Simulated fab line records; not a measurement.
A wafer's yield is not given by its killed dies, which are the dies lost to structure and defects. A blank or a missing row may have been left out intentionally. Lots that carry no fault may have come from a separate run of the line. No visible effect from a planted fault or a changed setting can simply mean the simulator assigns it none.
A single fault, viewed from 2 desks | flow gf180mcu | only its own numbers are on each desk; what lay behind them is given at the end

## AT THE TOOL OWNER'S DESK: cvd w-02
The tool's own readings at GF_V1_CVD_23 (deposits W, target thk 350 nm, time 105.05 s): means of the sampled wafers that have a number, for each lot that ran on this tool. If a lot's mean is further than 4 standard deviations from the usual mean, the lot is out of limits and carries the mark OUT (the distance appears in the brackets).
Columns: A = heater power w at GF_V1_CVD_23, usual 839 W
lot  | first seen here | A
L483 | day 19 04:16    | 862
L484 | day 19 12:32    | 869
L489 | day 21 10:20    | 879
L490 | day 21 17:23    | 879
L500 | day 24 20:20    | 877
L501 | day 25 05:22    | 889
L502 | day 25 14:55    | 869
L503 | day 25 20:13    | 866
L504 | day 26 08:20    | 877
Result from this desk: across the 9 lots, nothing is out of limits.

## METROLOGY DESK
What the gauges read for every lot (on any tool): the sampled wafers with a number, averaged. If a lot's mean is further than 4 standard deviations from the usual mean, the lot is out of limits and carries the mark OUT (the distance appears in the brackets).
Columns: A = V1_BOW at GF_V1_BOW_MEAS_05, usual 82 um; B = V1_W_RS at GF_V1_RS_MEAS_24, usual 0.329 ohm/sq; C = V1_W_THK at GF_V1_THK_MEAS_25, usual 360 nm; D = M2_ALCU_RS at GF_M2_RS_MEAS_05, usual 0.0697 ohm/sq
lot  | first seen here | A  | B               | C   | D
L481 | day 17 04:55    | 84 | 0.332           | 361 | 0.0684
L483 | day 18 03:37    | 75 | 0.329           | 358 | 0.0710
L484 | day 18 11:07    | 84 | 0.326           | 361 | 0.0686
L488 | day 19 20:22    | 82 | 0.331           | 353 | 0.0704
L489 | day 20 08:49    | 81 | 0.331           | 355 | 0.0676
L490 | day 20 16:18    | 82 | 0.190 (-41) OUT | -   | 0.0681
L493 | day 21 14:22    | 82 | 0.335           | 362 | 0.0714
L498 | day 23 11:13    | 78 | 0.333           | 363 | 0.0690
L500 | day 23 20:47    | 84 | 0.328           | 359 | 0.0698
L501 | day 24 06:57    | 76 | 0.327           | 362 | 0.0706
L502 | day 24 16:35    | 83 | 0.324           | 361 | 0.0694
L503 | day 24 22:04    | 84 | 0.330           | 362 | 0.0692
L504 | day 25 10:08    | 91 | 0.327           | 358 | 0.0694
This desk's result: L490 out of limits, first on L490 (V1_W_RS at GF_V1_RS_MEAS_24), day 21 17:30. Within limits: L481, L483, L484, L488, L489, L493, L498, L500, L501, L502, L503, L504.

## BROUGHT TOGETHER
An alarm was possible from the metrology desk at day 21 17:30, on L490.
The tool owner's desk saw nothing out of limits.
Tool owner's desk: L490 on record, inside its limits.
All the named lots went through GF_V1_CVD_23 on cvd w-02.

## WHAT WAS PUT IN BY THE SIMULATOR
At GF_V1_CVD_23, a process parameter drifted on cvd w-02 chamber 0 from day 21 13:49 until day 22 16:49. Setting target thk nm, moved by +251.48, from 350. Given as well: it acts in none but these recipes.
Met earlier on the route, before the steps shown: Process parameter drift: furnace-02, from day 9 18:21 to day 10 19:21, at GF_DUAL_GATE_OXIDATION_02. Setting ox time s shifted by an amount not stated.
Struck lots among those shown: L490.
Delay in hours, fault start to first out-of-limits reading, per desk: metrology desk 4.
